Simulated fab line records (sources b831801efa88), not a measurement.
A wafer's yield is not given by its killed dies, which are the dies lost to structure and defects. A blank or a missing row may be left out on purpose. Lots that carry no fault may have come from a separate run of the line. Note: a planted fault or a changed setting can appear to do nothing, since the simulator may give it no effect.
Chamber matching | flow sky130 | 4 sister chambers for SKY_LI_CONTACT_CMP_02 on cmp-02
The step polishes PSG. 8 wafers are shown with their chamber, then 10 later ones without.

== WAFERS WITH THEIR CHAMBER ==
wafer  | chamber | motor_current_A (A) | time_to_endpoint_s (s)
L082.3 | 2       | 9.6                 | 30.7
L083.1 | 2       | 10.3                | 30.5
L083.6 | 0       | 13.3                | 27.9
L089.1 | 1       | 10.1                | 34.3
L089.4 | 3       | 10.7                | 29.2
L089.5 | 1       | 11.3                | 31.6
L090.2 | 3       | 10.7                | 29.1
L090.3 | 0       | 13.5                | 31.2

== WAFERS WITH NO CHAMBER GIVEN ==
wafer  | motor_current_A (A) | time_to_endpoint_s (s)
L090.5 | 10.5                | 28.4
L091.1 | 13.1                | 28.2
L091.3 | 10.3                | 32.6
L091.5 | 11.1                | 31.6
L094.3 | 9.6                 | 30.4
L094.5 | 10.3                | 32.0
L094.6 | 10.8                | 31.0
L095.2 | 10.2                | 31.4
L095.4 | 10.6                | 31.0
L095.6 | 10.8                | 28.7

== CHAMBER TAKEN BY EACH ==
wafer  | from the rows above          | in truth
L090.5 | can't be placed: 3 or 2      | 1
L091.1 | 0                            | 0
L091.3 | can't be placed: 1 or 2 or 3 | 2
L091.5 | can't be placed: 1 or 3 or 2 | 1
L094.3 | can't be placed: 2 or 3      | 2
L094.5 | can't be placed: 1 or 2 or 3 | 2
L094.6 | can't be placed: 3 or 1 or 2 | 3
L095.2 | can't be placed: 2 or 1 or 3 | 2
L095.4 | can't be placed: 3 or 1 or 2 | 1
L095.6 | can't be placed: 3 or 2      | 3
Correctly placed: 1 of 10. Can't be placed from these rows: 9 (the true chamber is among the candidates in 8). Number placed wrongly: 0.
How it was worked out, from the rows above alone: a wafer's distance from a chamber is the root of the sum, over the readings, of the square of ((its reading less the chamber's mean) divided by the reading's scatter). If the next closest chamber is less than 2 further off than the closest, the wafer can't be placed; otherwise it belongs to the closest. The mean given for a chamber averages the wafers shown for that chamber. The scatter: take each reading less its chamber's mean, square it, sum over the shown wafers, divide by the number of wafers less the number of chambers, and take the root.
